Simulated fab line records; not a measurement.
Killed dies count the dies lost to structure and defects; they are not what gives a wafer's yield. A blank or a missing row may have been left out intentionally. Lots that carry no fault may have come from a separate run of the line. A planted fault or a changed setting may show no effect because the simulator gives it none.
fab line records	flow sky130
record lots=10	wafers=30	last-day=50
route steps=708 shown VT_ADJUST_PCH@152 GATE_OXIDE@188 LOCAL_INTERCONNECT@388 CONTACT@425
lots that met no fault: from a run of the same line without faults
start-h: hours from the record's first day to the start of the lot's first wafer shown	wait-h: time in hours since the lot's previous step	" same as the row above	L1.1+2: one row covering several wafers at once	- no value, or no start given	* or withheld: withheld	< > ~ a bound
route shown NAME@n: NAME is a module with steps in the file, n the number in the route of the first one	usual: average and standard deviation across the fault-free wafers	same: alike in all rows	chamber/n: place in a boat	sites: each site's reading	_std_site: the values' standard deviation	_edge_site: outer sites' mean less inner sites'	radius-mm: how far each site lies from the wafer's centre	mask NAME#n: copy n	behind: the last tool/chamber to shape the wafer	hold: the reason the lot was held/the length of the hold in hours/how it ended	device: transistor that didn't switch, given as n, p or np	end of line: the route-end tests of the same wafers	for a step that has no rows: nothing shown but its recipe	killed: the dies lost at the first sort to structure and to defects; this is not the yield of the wafer	map: dies across one wafer; x = killed, . = not, _ = none there
set.NAME: the setting as run; set.NAME@STEP: as run at that earlier step	model.NAME: the simulator's own value behind a step, which no gauge read
the route's steps for a sample of lots (tables are steps, rows are wafers)
services: a tool's chamber out of use, with start hour (start-h, from the record's first day; less than 0 if before it), hours out, and reason
## steps
# step SKY_VT_ADJUST_PCH_STRIP_09
# recipe chemistry=O2/N2	power-w=1415	pressure-mtorr=1500	platen-temp-c=withheld	o2-flow-sccm=3000	n2-flow-sccm=300	overash-fraction=0.5
# usual chamber-pressure-mTorr=1499.9/1.3	drypump-motor-current-A=5.8/0.65	o2-flow-sccm=3000/9.5	oes-product-au=0.727/0.0043	strip-time-to-endpoint-s=36.55/0.11
# same overash-fraction=0.5
lot.wafer	tool	chamber	start-h	wait-h	chamber-pressure-mTorr	drypump-motor-current-A	o2-flow-sccm	oes-product-au	rf-hours-counter-h	strip-time-to-endpoint-s
L781.3	plasma-asher-04	0	248.98	0.1	1499.4	6.7	3005	0.730	-	36.52
L781.5	"	1	"	"	1501.0	6.0	2997	0.734	-	36.48
L781.6	"	0	"	"	1500.7	6.7	3005	0.731	-	36.49
L782.1	plasma-asher-04	1	255.04	0.1	1499.9	6.1	2998	0.732	12	36.60
L782.4	"	0	"	"	1500.7	6.7	3006	0.724	-	36.55
L782.5	"	0	"	"	1499.5	6.7	3000	0.727	-	36.51
L787.2	plasma-asher-01	1	289.05	0.1	1500.8	5.0	2989	0.725	48	36.44
L787.4	"	0	"	"	1498.7	5.4	3009	0.725	-	36.32
L787.6	"	1	"	"	1498.8	5.0	3001	0.733	-	36.44
L788.1	plasma-asher-01	1	304.55	0.1	1501.9	5.0	2992	0.732	50	36.58
L788.5	"	1	"	"	1502.1	5.0	2980	0.724	-	36.64
L788.6	"	0	"	"	1500.7	5.4	2998	0.729	-	36.61
L792.1	plasma-asher-04	1	332.06	0.1	1500.3	6.1	3010	0.730	19	36.42
L792.2	"	0	"	"	1500.5	6.7	2995	0.730	19	36.41
L792.4	"	0	"	"	1498.2	6.7	3009	0.727	-	36.40
L793.2	plasma-asher-04	1	343.14	0.1	1499.6	6.1	3013	0.726	20	36.76
L793.4	"	0	"	"	1499.5	6.7	3011	0.727	-	36.71
L793.5	"	0	"	"	1500.5	6.7	3001	0.723	-	36.68
L797.1	plasma-asher-01	0	371.89	0.1	1499.2	5.4	2985	0.731	57	36.70
L797.2	"	1	"	"	1501.9	5.0	3006	0.730	57	36.71
L797.5	"	1	"	"	1499.8	5.0	3014	0.727	-	36.71
L798.1	plasma-asher-01	1	375.26	0.1	1498.8	5.0	3007	0.722	57	36.44
L798.3	"	0	"	"	1498.9	5.4	3012	0.727	-	36.55
L798.4	"	1	"	"	1501.4	5.0	3002	0.728	-	36.64
L799.2	plasma-asher-04	0	385.65	0.1	1500.1	6.6	2997	0.727	25	36.66
L799.3	"	0	"	"	1496.8	6.7	3007	0.720	-	36.68
L799.5	"	1	"	"	1496.9	6.1	3008	0.717	-	36.67
L801.1	plasma-asher-02	0	407.31	0.1	1499.1	5.5	3014	0.727	70	36.57
L801.5	"	1	"	"	1499.7	6.7	3000	0.727	-	36.47
L801.6	"	0	"	"	1500.4	5.5	3008	0.726	-	36.41
# step SKY_GATE_OXIDE_OXIDATION_01
# recipe temp-c=900	ambient=O2	stabilise-s=600	purge-s=300	target-thk-a=102.68	ox-time-s=1473
# usual spike-tc-bottom-C=921.4/2.2	spike-tc-centre-C=899.6/1.6	spike-tc-lower-C=901.2/1.2	spike-tc-top-C=907.6/2.9	spike-tc-upper-C=902.2/1.5	tube-center-temp-C=900.01/0.09	tube_center_temp_C_max=902.3/0.36
lot.wafer	tool	chamber	start-h	wait-h	spike-tc-bottom-C	spike-tc-centre-C	spike-tc-lower-C	spike-tc-top-C	spike-tc-upper-C	tube-center-temp-C	tube_center_temp_C_max
L781.3	furnace-02	0	305.11	1.0	917.8	897.8	899.7	903.4	901.0	900.15	902.5
L781.5	"	0	"	"	920.7	898.1	901.1	901.8	899.8	899.93	902.2
L781.6	"	0	"	"	917.5	898.1	902.4	903.6	900.5	900.31	902.5
L782.1	furnace-02	0	309.26	0.2	916.9	897.3	899.6	903.1	901.0	900.05	902.3
L782.4	"	0	"	"	920.4	897.1	899.4	904.0	899.9	899.97	902.2
L782.5	"	0	"	"	918.9	897.6	901.4	905.8	900.5	900.01	902.8
L787.2	furnace-02	0	347.39	0.0	912.0	891.9	894.7	897.7	893.0	893.83	895.7
L787.4	"	0	"	"	913.6	891.6	894.1	898.1	895.3	893.68	895.9
L787.6	"	0	"	"	911.9	892.7	892.9	897.6	894.6	893.85	896.6
L788.1	furnace-02	0	369.34	0.2	913.5	890.2	895.1	898.4	894.4	893.83	895.9
L788.5	"	0	"	"	913.2	889.5	894.2	898.2	895.6	893.69	896.9
L788.6	"	0	"	"	913.4	892.5	894.1	899.2	892.5	893.75	895.6
L792.1	furnace-01	0	395.24	1.1	923.9	898.9	901.8	906.7	902.7	900.1	902.2
L792.2	"	0	"	"	924.1	902.2	902.0	911.2	904.7	900.09	902.5
L792.4	"	0	"	"	923.1	900.4	902.8	909.3	902.7	899.92	902.4
L793.2	furnace-01	0	407.67	1.1	923.3	901.0	900.6	909.9	902.1	899.96	902.0
L793.4	"	0	"	"	924.0	902.2	901.2	909.1	904.1	899.96	903.1
L793.5	"	0	"	"	921.9	899.4	900.9	908.5	903.6	899.94	902.2
L797.1	furnace-01	0	439.94	1.1	923.8	900.6	901.0	910.3	903.9	899.88	902.4
L797.2	"	0	"	"	925.3	901.2	900.2	909.4	902.7	899.86	902.1
L797.5	"	0	"	"	923.9	901.6	901.1	909.2	902.7	899.89	901.9
L798.1	furnace-01	0	443.15	0.0	922.8	898.9	901.5	908.3	902.2	899.88	902.3
L798.3	"	0	"	"	923.4	901.2	900.7	909.2	903.9	900	902.7
L798.4	"	0	"	"	922.4	901.4	900.6	908.6	903.3	899.99	902.0
L799.2	furnace-01	0	453.38	0.0	923.1	900.6	903.3	910.7	902.7	900.08	902.2
L799.3	"	0	"	"	923.7	900.8	902.4	909.7	905.0	900.09	902.5
L799.5	"	0	"	"	921.7	901.0	901.2	910.1	902.9	899.84	902.2
L801.1	furnace-02	0	474.53	0.0	918.6	897.6	901.5	903.5	900.9	900.05	902.0
L801.5	"	0	"	"	919.8	897.9	901.4	903.8	901.9	900	902.9
L801.6	"	0	"	"	917.5	898.3	899.2	902.7	899.2	900.04	902.4
# step SKY_GATE_OXIDE_THK_MEAS_02
# recipe reads=SiO2_of_GATE_OXIDE_OXIDATION_01
# usual GATE_OXIDE_OXIDATION_00_THK=10.26/0.21
lot.wafer	tool	chamber	start-h	wait-h	GATE_OXIDE_OXIDATION_00_THK[nm]
L781.3	film-metro-04	-	306.54	0.0	10.37
L781.5	"	-	"	"	10.56
L781.6	"	-	"	"	10.49
L782.1	film-metro-04	-	310.67	0.0	10.22
L782.4	"	-	"	"	10.13
L782.5	"	-	"	"	10.14
L787.2	film-metro-02	-	348.80	0.0	9.61
L787.4	"	-	"	"	9.54
L787.6	"	-	"	"	9.63
L788.1	film-metro-04	-	370.75	0.0	9.72
L788.5	"	-	"	"	9.68
L788.6	"	-	"	"	9.90
L792.1	film-metro-04	-	396.64	0.0	10.52
L792.2	"	-	"	"	10.41
L792.4	"	-	"	"	10.60
L793.2	film-metro-02	-	409.09	0.0	10.71
L793.4	"	-	"	"	10.48
L793.5	"	-	"	"	10.67
L797.1	film-metro-02	-	441.35	0.0	10.43
L797.2	"	-	"	"	10.41
L797.5	"	-	"	"	10.22
L798.1	film-metro-02	-	444.55	0.0	10.22
L798.3	"	-	"	"	10.28
L798.4	"	-	"	"	10.50
L799.2	film-metro-03	-	454.80	0.0	10.30
L799.3	"	-	"	"	10.27
L799.5	"	-	"	"	10.29
L801.1	film-metro-03	-	475.94	0.0	10.22
L801.5	"	-	"	"	10.26
L801.6	"	-	"	"	10.10
# step SKY_LOCAL_INTERCONNECT_RS_MEAS_01
# recipe thk-meas-gauge=four-point-probe	reads=TiN_of_LOCAL_INTERCONNECT_SPUTTER_00
# usual LOCAL_INTERCONNECT_TIN_RS=14.07/0.21
lot.wafer	tool	chamber	start-h	wait-h	LOCAL_INTERCONNECT_TIN_RS[ohm/sq]
L781.3	film-metro-04	-	708.21	0.1	14.15
L781.5	"	-	"	"	14.07
L781.6	"	-	"	"	14.02
L782.1	film-metro-04	-	709.40	0.0	13.96
L782.4	"	-	"	"	14.07
L782.5	"	-	"	"	14.14
L787.2	film-metro-04	-	754.77	0.1	14.27
L787.4	"	-	"	"	14.26
L787.6	"	-	"	"	14.18
L788.1	film-metro-02	-	766.58	0.0	14.30
L788.5	"	-	"	"	14.14
L788.6	"	-	"	"	14.20
L792.1	film-metro-02	-	789.91	0.0	14.36
L792.2	"	-	"	"	14.41
L792.4	"	-	"	"	14.46
L793.2	film-metro-01	-	798.13	0.1	14.43
L793.4	"	-	"	"	14.67
L793.5	"	-	"	"	14.34
L797.1	film-metro-01	-	824.55	0.0	13.74
L797.2	"	-	"	"	13.89
L797.5	"	-	"	"	13.80
L798.1	film-metro-02	-	830.35	0.0	13.71
L798.3	"	-	"	"	13.74
L798.4	"	-	"	"	13.89
L799.2	film-metro-04	-	836.45	0.1	14.65
L799.3	"	-	"	"	14.27
L799.5	"	-	"	"	14.35
L801.1	film-metro-02	-	857.11	0.0	13.99
L801.5	"	-	"	"	14.12
L801.6	"	-	"	"	13.93
# step SKY_CONTACT_STRIP_19
# recipe chemistry=O2/N2	power-w=1400	pressure-mtorr=1500	platen-temp-c=withheld	o2-flow-sccm=3000	n2-flow-sccm=300	overash-fraction=0.5
# usual chamber-pressure-mTorr=1499.9/1.3	drypump-motor-current-A=6.0/0.62	o2-flow-sccm=3000/8.1	oes-product-au=0.381/0.0047	strip-time-to-endpoint-s=3.61/0.038
# same overash-fraction=0.5
lot.wafer	tool	chamber	start-h	wait-h	chamber-pressure-mTorr	drypump-motor-current-A	o2-flow-sccm	oes-product-au	rf-hours-counter-h	strip-time-to-endpoint-s
L781.3	plasma-asher-01	0	763.78	-	1498.4	5.4	2987	0.380	-	3.61
L781.5	"	0	"	"	1499.3	5.4	2985	0.381	-	3.62
L781.6	"	1	"	"	1503.6	5.0	3006	0.380	-	3.60
L782.1	plasma-asher-02	0	764.59	-	1499.1	5.5	2990	0.388	2	3.61
L782.4	"	0	"	"	1499.2	5.5	2990	0.382	-	3.65
L782.5	"	0	"	"	1503.0	5.5	2992	0.378	-	3.70
L787.2	plasma-asher-04	1	809.51	-	1499.5	6.1	3001	0.378	67	3.65
L787.4	"	1	"	"	1501.0	6.1	3003	0.383	-	3.60
L787.6	"	0	"	"	1501.6	6.7	3003	0.381	-	3.65
L788.1	plasma-asher-04	1	822.09	-	1499.3	6.1	3003	0.388	68	3.59
L788.5	"	1	"	"	1499.0	6.1	3007	0.379	-	3.56
L788.6	"	0	"	"	1499.9	6.7	3009	0.379	-	3.55
L792.1	plasma-asher-02	0	845.39	-	1500.7	5.5	3001	0.383	10	3.64
L792.2	"	1	"	"	1501.9	6.7	2986	0.377	10	3.59
L792.4	"	0	"	"	1499.6	5.5	2994	0.381	-	3.57
L793.2	plasma-asher-04	1	854.91	-	1500.3	6.1	3007	0.378	72	3.64
L793.4	"	0	"	"	1498.5	6.7	3004	0.375	-	3.60
L793.5	"	0	"	"	1500.9	6.7	3017	0.376	-	3.65
L797.1	plasma-asher-04	0	880.05	-	1500.5	6.7	2989	0.384	75	3.65
L797.2	"	1	"	"	1499.9	6.1	3010	0.378	75	3.61
L797.5	"	0	"	"	1500.5	6.7	3017	0.387	-	3.64
L798.1	plasma-asher-02	1	885.34	-	1499.0	6.7	3015	0.374	14	3.55
L798.3	"	0	"	"	1501.9	5.5	3006	0.379	-	3.61
L798.4	"	1	"	"	1501.4	6.7	3009	0.379	-	3.64
L799.2	plasma-asher-02	1	890.60	-	1498.9	6.7	3011	0.380	14	3.63
L799.3	"	0	"	"	1501.4	5.5	3005	0.386	-	3.58
L799.5	"	1	"	"	1502.0	6.7	2998	0.372	-	3.58
L801.1	plasma-asher-04	0	910.24	-	1499.8	6.7	2993	0.368	78	3.60
L801.5	"	0	"	"	1500.8	6.7	3004	0.383	-	3.53
L801.6	"	1	"	"	1499.5	6.1	3024	0.379	-	3.62
## services
tool	chamber	start-h	hours	kind
plasma-asher-02	-	256.13	7.1	repair
furnace-02	-	296.09	4.8	repair
plasma-asher-04	-	306.27	1.4	repair
furnace-01	-	311.67	11.1	pm
furnace-01	-	322.81	4.2	pm
furnace-02	-	327.49	3.4	pm
plasma-asher-01	-	327.62	1.0	repair
furnace-02	-	332.23	3.7	pm
plasma-asher-02	-	372.87	12.5	repair
plasma-asher-04	-	406.08	2.8	pm
plasma-asher-02	-	419.46	2.7	repair
plasma-asher-04	-	430.45	1.0	repair
furnace-01	-	480.95	2.9	pm
furnace-02	-	499.32	3.5	pm
furnace-01	-	503.97	4.7	pm
furnace-02	-	566.94	5.8	repair
furnace-02	-	601.33	3.1	pm
plasma-asher-01	-	617.43	1.3	repair
furnace-01	-	648.78	2.4	pm
furnace-02	-	668.03	3.4	pm
furnace-02	-	719.59	11.6	repair
plasma-asher-02	-	733.75	9.0	pm
furnace-01	-	754.35	7.3	pm
furnace-01	-	783.41	3.4	pm
## key
first-sign step=SKY_GATE_OXIDE_OXIDATION_01	reading=tube-center-temp-C	direction=down	sigmas=69	usual=*	struck=*
effect step=SKY_GATE_OXIDE_OXIDATION_01	reading=tube_center_temp_C_max	direction=down	sigmas=17	usual=*	struck=*
effect step=SKY_GATE_OXIDE_THK_MEAS_02	reading=GATE_OXIDE_OXIDATION_00_THK	direction=down	sigmas=2.7	usual=10.26	struck=9.68
met-at SKY_GATE_OXIDE_OXIDATION_01
struck-lots L787,L788
tester-left-out L787,L788
not-acting-at SKY_VT_ADJUST_PCH_STRIP_09,SKY_LOCAL_INTERCONNECT_RS_MEAS_01,SKY_CONTACT_STRIP_19
onset-between 309.26 347.39
fault kind=process-parameter-drift	tool=furnace-02	chamber=-	onset-h=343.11	steps=SKY_GATE_OXIDE_OXIDATION_01	channel=temp-c	offset=*	shape=step	end-h=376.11	acts-in=*	stated=*
# tester-left-out: of these lots the tester's yield and bins aren't shown, on N5 and GAA mostly nor the transistor test; their killed dies are dies lost to structure and defects alone, not to doping, threshold or leakage, so they don't give the yield
